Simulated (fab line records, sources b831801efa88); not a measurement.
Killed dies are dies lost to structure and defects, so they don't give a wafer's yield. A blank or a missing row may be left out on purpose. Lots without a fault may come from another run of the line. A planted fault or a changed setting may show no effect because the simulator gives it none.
fab line records | flow sfq_line
record lots=7 wafers=21 last_day=82
route steps=325 shown M7@295 I7@296
lots that met no fault: from a run of the same line without faults
start_h: hours from the record's first day to the start of the lot's first wafer shown | wait_h: hours since the lot's step before | " the same as in the row above | L1.1+2: a row that stands for several wafers | - no value, or no start given | * or withheld: withheld | < > ~ a bound
route shown NAME@n: a module of which the file shows steps, and the number in the route of the first | usual: mean/standard deviation of fault-free wafers | same: alike in all rows | chamber/n: place in a boat | sites: the reading at each site | _std_site: their standard deviation | _edge_site: outer sites' mean less inner sites' | radius_mm: how far each site lies from the wafer's centre | mask NAME#n: copy n | behind: the tool/chamber that last shaped the wafer | hold: why the lot was held/for how many hours/how that ended | device: the transistor (n, p or np) that didn't switch | end of line: the same wafers' tests at the end of the route | a step without rows: its recipe alone | killed: dies lost to structure and defects at the first sort, not the wafer's yield | map: a wafer's dies, x killed, . not, _ none there
set.NAME: the setting as run; set.NAME@STEP: as run at that earlier step | model.NAME: the simulator's own value behind a step, which no gauge read
lots at some steps of the route; a table a step, a row a wafer
services: from which hour (start_h, from the record's first day; less than 0 if before it) a tool's chamber was out of use, for how many hours, and why
## steps
# step SFQ_TRILAYER_M7_STRIP_SOLV_CLEAN_182
# recipe chemistry=NMP temp_c=70 time_s=600
# step SFQ_TRILAYER_I7_DEP_PECVD_183
# recipe material=SiO2 temp_c=150 time_s=111.11 pressure_torr=2.4 rf_w=183.3 precursor=SiH4/N2O target_thk_nm=500
# usual heater_power_w=79/8.3 throttle_valve_pct=24.1/1.5
# columns lot.wafer tool chamber start_h wait_h heater_power_w throttle_valve_pct
L800.2 pecvd-04 2 1728.67 0.0 76 24.7
L800.3 " 1 " " 76 26.9
L800.4 " 1 " " 80 26.9
L801.3 pecvd-03 0 1729.87 0.0 76 21.5
L801.5 " 2 " " 93 24.0
L801.6 " 0 " " 78 21.4
L803.3 pecvd-04 1 1732.27 0.0 78 26.7
L803.5 " 2 " " 64 24.5
L803.6 " 0 " " 77 23.6
L806.1 pecvd-03 2 1801.35 0.0 89 24.5
L806.5 " 0 " " 65 21.7
L806.6 " 2 " " 90 24.4
L805.2 pecvd-01 0 1802.55 0.0 77 25.0
L805.4 " 2 " " 79 23.2
L805.5 " 0 " " 80 24.8
L807.1 pecvd-04 0 1803.74 0.0 72 23.5
L807.3 " 2 " " 72 24.6
L807.4 " 1 " " 76 27.1
L808.1 pecvd-03 2 1932.23 0.0 86 25.1
L808.3 " 0 " " 73 21.8
L808.6 " 1 " " 90 22.8
# step SFQ_TRILAYER_I7_CMP_CMP_184
# recipe material=SiO2 down_force_psi=3 platen_rpm=60 pad_velocity_m_s=0.94248
# usual motor_current_A=9.9/0.97 platen_rpm=60.00/0.039 time_to_endpoint_s=216/8
# columns lot.wafer tool chamber start_h wait_h motor_current_A platen_rpm time_to_endpoint_s
L800.4 cmp-01 2 1728.75 0.0 10.2 59.94 214
L800.3 " 0 1729.75 1.0 8.2 59.97 218
L800.2 " 1 " " 10.1 60.03 220
L801.3 cmp-02 0 1731.45 1.5 9.9 59.91 208
L801.5 " 1 " " 8.2 60.02 232
L801.6 " 2 " " 10.3 60.01 218
L803.3 cmp-02 1 1732.95 0.6 8.6 60.01 228
L803.5 " 1 1734.95 2.6 8.0 60.01 223
L803.6 " 2 " " 10.7 60.05 226
L806.1 cmp-01 1 1805.21 3.8 10.1 59.97 204
L806.6 " 2 " " 10.6 60.08 203
L806.5 " 3 " " 10.9 59.98 214
L805.4 cmp-02 2 1808.05 5.4 10.6 60.09 213
L805.2 " 3 " " 9.2 59.99 218
L805.5 " 3 1810.55 7.9 9.7 59.97 221
L807.1 cmp-02 3 1811.55 7.8 9.6 60.09 220
L807.3 " 0 " " 9.8 59.99 206
L807.4 " 1 " " 8.4 59.99 230
L808.1 cmp-02 1 1932.30 0.0 8.2 60.05 217
L808.3 " 3 1933.30 1.0 10.2 59.97 213
L808.6 " 1 1934.30 2.0 8.0 59.97 218
# step SFQ_I7_BOW_MEAS_946
# recipe mode=bow
# usual I7_BOW=8/11
# columns lot.wafer tool chamber start_h wait_h I7_BOW[um]
L800.2 film_metro-04 - 1731.77 1.0 -8
L800.3 " - " " -3
L800.4 " - " " -6
L801.3 film_metro-02 - 1732.99 1.0 -1
L801.5 " - " " 12
L801.6 " - " " 6
L803.3 film_metro-04 - 1735.99 2.5 16
L803.5 " - " " 13
L803.6 " - " " 10
L806.1 film_metro-04 - 1806.71 1.0 17
L806.5 " - " " 6
L806.6 " - " " 3
L805.2 film_metro-03 - 1811.07 2.0 -13
L805.4 " - " " 6
L805.5 " - " " -3
L807.1 film_metro-02 - 1814.05 2.0 13
L807.3 " - " " 15
L807.4 " - " " 13
L808.1 film_metro-04 - 1935.30 2.5 -13
L808.3 " - " " 5
L808.6 " - " " 0
# step SFQ_TRILAYER_I7_METRO_MEASURE_185
# usual thk_nm=199.9/1.2
# columns lot.wafer tool chamber start_h wait_h thk_nm
L800.2 film_metro-04 - 1732.07 0.3 199.6
L800.3 " - " " 201.3
L800.4 " - " " 199.2
L801.3 film_metro-02 - 1733.47 0.5 198.1
L801.5 " - " " 201.0
L801.6 " - " " 200.1
L803.3 film_metro-04 - 1736.47 0.5 202.5
L803.5 " - " " 201.7
L803.6 " - " " 201.7
L806.1 film_metro-04 - 1806.83 0.1 200.1
L806.5 " - " " 200.7
L806.6 " - " " 197.5
L805.2 film_metro-03 - 1811.37 0.3 199.6
L805.4 " - " " 199.9
L805.5 " - " " 201.2
L807.1 film_metro-02 - 1814.17 0.1 200.7
L807.3 " - " " 199.2
L807.4 " - " " 201.1
L808.1 film_metro-04 - 1935.42 0.1 201.0
L808.3 " - " " 200.3
L808.6 " - " " 200.3
# step SFQ_TRILAYER_I7_VIA_LITHO_COAT_192
# recipe resist=BARC spin_rpm=3000 resist_thk_nm=62
# step SFQ_TRILAYER_I7_VIA_LITHO_COAT_187
# recipe resist=KrF spin_rpm=3000 resist_thk_nm=650
# step SFQ_TRILAYER_I7_VIA_LITHO_SOFTBAKE_191
# recipe temp_c=withheld time_s=withheld resist=KrF
# step SFQ_TRILAYER_I7_VIA_LITHO_EXPOSE_188
# recipe mask_id=I7 na=0.6 source_shape=conventional sigma_outer=0.65 target_cd_nm=1000 dose_mj=21.3
# step SFQ_TRILAYER_I7_VIA_LITHO_PEB_190
# recipe peb_temp_c=115 peb_time_s=60 resist=KrF
# step SFQ_TRILAYER_I7_VIA_LITHO_DEVELOP_189
# recipe time_s=60 resist=KrF
# step SFQ_I7_OVL_MEAS_947
# usual I7_OVL=1/6.3
# columns lot.wafer tool chamber start_h wait_h I7_OVL[nm]
L800.2 overlay-02 - 1735.45 0.1 3
L800.3 " - " " 12
L800.4 " - " " 12
L801.3 overlay-02 - 1736.65 0.1 -1
L801.5 " - " " -9
L801.6 " - " " -1
L803.3 overlay-01 - 1848.05 0.1 15
L803.5 " - " " 10
L803.6 " - " " 12
L806.1 overlay-02 - 1902.80 0.1 -4
L806.5 " - " " -4
L806.6 " - " " -3
L805.2 overlay-02 - 1904.18 0.1 -9
L805.4 " - " " -15
L805.5 " - " " -13
L807.1 overlay-02 - 1905.37 0.1 3
L807.3 " - " " -1
L807.4 " - " " -4
L808.1 overlay-02 - 1939.00 0.1 5
L808.3 " - " " 6
L808.6 " - " " 0
# step SFQ_TRILAYER_I7_VIA_BARC_OPEN_VIA_ETCH_260
# recipe mask_material=PR chemistry=O2 target_depth_nm=125 target=BARC source_w=500 bias_w=80 pressure_mtorr=30 time_s=41.7
# usual bias_w=80.03/0.23 drypump_motor_current_A=5.9/0.52 oes_product_au=0.685/0.0048 run_length_s=69.7/0.47 time_s=41.7/0
# columns lot.wafer tool chamber start_h wait_h bias_w drypump_motor_current_A oes_product_au rf_hours_counter_h run_length_s time_s model.KrF_of_TRILAYER_I7_VIA_LITHO_COAT_187.thk_nm
L800.2 rie_diel-04 0 1735.48 0.0 79.98 5.1 0.688 0 69.0 41.7 571.8
L800.3 " 3 " " 79.93 5.9 0.686 18 69.9 41.7 573.8
L800.4 " 2 " " 80.23 5.6 0.675 3 69.6 41.7 572.8
L801.3 rie_diel-02 2 1736.68 0.0 80.22 6.3 0.686 19 69.8 41.7 574.2
L801.5 " 2 " " 80.21 6.3 0.689 - 69.7 41.7 571.4
L801.6 " 1 " " 79.90 5.0 0.678 - 69.3 41.7 572.2
L803.3 rie_diel-01 1 1848.08 0.0 80.78 6.3 0.688 16 69.5 41.7 573.1
L803.5 " 0 " " 79.89 5.6 0.678 - 70.6 41.7 570.2
L803.6 " 1 " " 80.01 6.3 0.683 - 70.1 41.7 571.7
L806.1 rie_diel-01 3 1902.83 0.0 80.14 5.6 0.687 17 69.4 41.7 571.6
L806.5 " 1 " " 79.65 6.3 0.683 - 69.8 41.7 572.8
L806.6 " 0 " " 80.30 5.6 0.685 - 70.6 41.7 572.9
L805.2 rie_diel-02 1 1904.21 0.0 80.19 5.0 0.814 3 59.7 29.19 585.4
L805.4 " 3 " " 79.89 6.3 0.816 20 60.7 29.19 588.1
L805.5 " 2 " " 79.95 6.4 0.815 - 60.1 29.19 587.9
L807.1 rie_diel-04 0 1905.41 0.0 80.11 5.1 0.817 1 59.8 29.19 587.5
L807.3 " 3 " " 80.15 5.9 0.822 19 60.6 29.19 587
L807.4 " 1 " " 80.31 6.7 0.823 13 60.0 29.19 590.2
L808.1 rie_diel-01 1 1939.04 0.0 80.21 6.3 0.813 17 60.1 29.19 589.8
L808.3 " 0 " " 80.16 5.6 0.816 18 61.0 29.19 590.9
L808.6 " 3 " " 79.89 5.6 0.815 - 59.8 29.19 587.9
# step SFQ_TRILAYER_I7_VIA_ETCH_VIA_ETCH_190
# recipe target=SiO2 stop_on=Nb mask_material=PR taper_deg=20 chemistry=CHF3 target_depth_nm=260 source_w=500 bias_w=80 pressure_mtorr=30 time_s=withheld
# usual bias_w=80.01/0.26 drypump_motor_current_A=5.9/0.52 oes_product_au=0.855/0.0049
# columns lot.wafer tool chamber start_h wait_h bias_w drypump_motor_current_A oes_product_au model.KrF_of_TRILAYER_I7_VIA_LITHO_COAT_187.thk_nm
L800.2 rie_diel-04 0 1735.52 0.0 80.11 5.1 0.850 528.1
L800.3 " 3 " " 79.98 5.8 0.859 529.3
L800.4 " 2 " " 80.33 5.6 0.855 528.7
L801.3 rie_diel-02 2 1736.72 0.0 79.70 6.4 0.850 530.9
L801.5 " 2 " " 79.35 6.4 0.861 527.8
L801.6 " 1 " " 80.02 5.0 0.861 527.5
L803.3 rie_diel-01 1 1848.12 0.0 80.21 6.3 0.866 528.4
L803.5 " 0 " " 80.05 5.6 0.862 525.6
L803.6 " 1 " " 80.01 6.3 0.855 527
L806.1 rie_diel-01 3 1902.87 0.0 80.14 5.6 0.861 526.4
L806.5 " 1 " " 79.80 6.3 0.856 528
L806.6 " 0 " " 79.86 5.6 0.850 528.1
L805.2 rie_diel-02 1 1904.25 0.0 80.01 5.0 0.850 541.2
L805.4 " 3 " " 80.56 6.3 0.857 544.4
L805.5 " 2 " " 80.27 6.4 0.860 544.4
L807.1 rie_diel-04 0 1905.45 0.0 80.06 5.0 0.862 543
L807.3 " 3 " " 79.83 5.8 0.856 542.9
L807.4 " 1 " " 80.00 6.6 0.842 545.8
L808.1 rie_diel-01 1 1939.08 0.0 80.18 6.3 0.861 545.7
L808.3 " 0 " " 79.88 5.6 0.851 546.2
L808.6 " 3 " " 79.99 5.6 0.851 543.4
# step SFQ_TRILAYER_I7_VIA_STRIP_STRIP_191
# recipe gas=O2 power_w=200 platen_temp_c=40 overash_fraction=0.65 chemistry=O2 pressure_mtorr=50
# usual drypump_motor_current_A=5.8/0.44 oes_product_au=0.999/0.0084 platen_temp_c=40.01/0.12
# same overash_fraction=0.65
# columns lot.wafer tool chamber start_h wait_h drypump_motor_current_A oes_product_au platen_temp_c rf_hours_counter_h
L800.2 rie_metal-02 1 1735.63 - 5.4 1.008 39.78 29
L800.3 " 1 " " 5.4 1.006 39.96 -
L800.4 " 0 " " 5.1 0.994 40.05 -
L801.3 rie_metal-03 1 1737.03 - 6.4 0.999 39.89 -
L801.5 " 0 " " 6.0 1.000 39.96 -
L801.6 " 1 " " 6.4 0.997 39.84 -
L803.3 rie_metal-03 1 1848.43 - 6.4 1.012 39.82 -
L803.5 " 0 " " 6.0 1.007 39.85 -
L803.6 " 1 " " 6.4 1.016 39.96 -
L806.1 rie_metal-02 1 1902.99 - 5.4 0.988 40.05 54
L806.5 " 0 " " 5.1 0.981 40.10 -
L806.6 " 1 " " 5.4 0.986 39.97 -
L805.2 rie_metal-04 1 1904.36 - 6.0 1.010 40.04 109
L805.4 " 0 " " 5.8 1.017 39.94 -
L805.5 " 0 " " 5.8 1.015 39.89 -
L807.1 rie_metal-02 0 1905.56 - 5.1 0.995 39.99 74
L807.3 " 0 " " 5.1 0.988 40.11 -
L807.4 " 1 " " 5.3 0.991 40.09 -
L808.1 rie_metal-02 0 1939.19 - 5.1 1.009 39.90 78
L808.3 " 0 " " 5.1 1.005 39.92 -
L808.6 " 0 " " 5.1 1.007 39.89 -
## services
# columns tool chamber start_h hours kind
rie_diel-02 0 1711.31 38.1 repair
pecvd-04 - 1732.46 3.1 repair
cmp-02 - 1736.33 1.8 repair
pecvd-03 - 1743.24 0.3 repair
film_metro-04 - 1745.14 0.8 pm
rie_metal-02 0 1748.95 9.8 repair
pecvd-04 - 1751.13 2.8 pm
rie_diel-02 2 1754.04 10.1 repair
cmp-02 - 1772.83 31.2 repair
rie_diel-01 3 1772.83 5.0 repair
rie_diel-01 - 1774.46 1.9 repair
rie_diel-02 2 1775.44 13.8 repair
rie_diel-04 1 1786.20 3.1 repair
cmp-02 - 1804.05 4.0 pm
cmp-02 - 1843.63 20.0 repair
film_metro-04 - 1848.10 0.6 pm
cmp-02 - 1849.96 0.8 repair
rie_diel-04 - 1861.30 14.6 pm
film_metro-04 - 1879.01 1.2 pm
cmp-02 - 1879.55 1.4 repair
rie_diel-02 - 1880.47 0.4 repair
rie_diel-01 3 1905.49 8.4 repair
cmp-02 - 1914.67 5.8 pm
rie_diel-04 - 1936.28 4.0 pm
## key
first_sign step=SFQ_TRILAYER_I7_VIA_BARC_OPEN_VIA_ETCH_260 reading=time_s direction=down sigmas=99+ usual=* struck=*
effect step=SFQ_TRILAYER_I7_VIA_BARC_OPEN_VIA_ETCH_260 reading=oes_product_au direction=up sigmas=28 usual=0.685 struck=0.817
model_effect step=SFQ_TRILAYER_I7_VIA_BARC_OPEN_VIA_ETCH_260 value=KrF_of_TRILAYER_I7_VIA_LITHO_COAT_187.thk_nm without=573 struck=588.3
model_effect step=SFQ_TRILAYER_I7_VIA_ETCH_VIA_ETCH_190 value=KrF_of_TRILAYER_I7_VIA_LITHO_COAT_187.thk_nm without=528.8 struck=544.1
met_at SFQ_TRILAYER_I7_VIA_BARC_OPEN_VIA_ETCH_260
struck_wafers L805.2,L805.4,L805.5,L807.1,L807.3,L807.4,L808.1,L808.3,L808.6
onset_between 1902.83 1904.21
fault kind=recipe_version_skew tool=rie_diel-01,rie_diel-02,rie_diel-04 chamber=- onset_h=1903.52 steps=SFQ_TRILAYER_I7_VIA_BARC_OPEN_VIA_ETCH_260 wrong_recipe.time_s=*
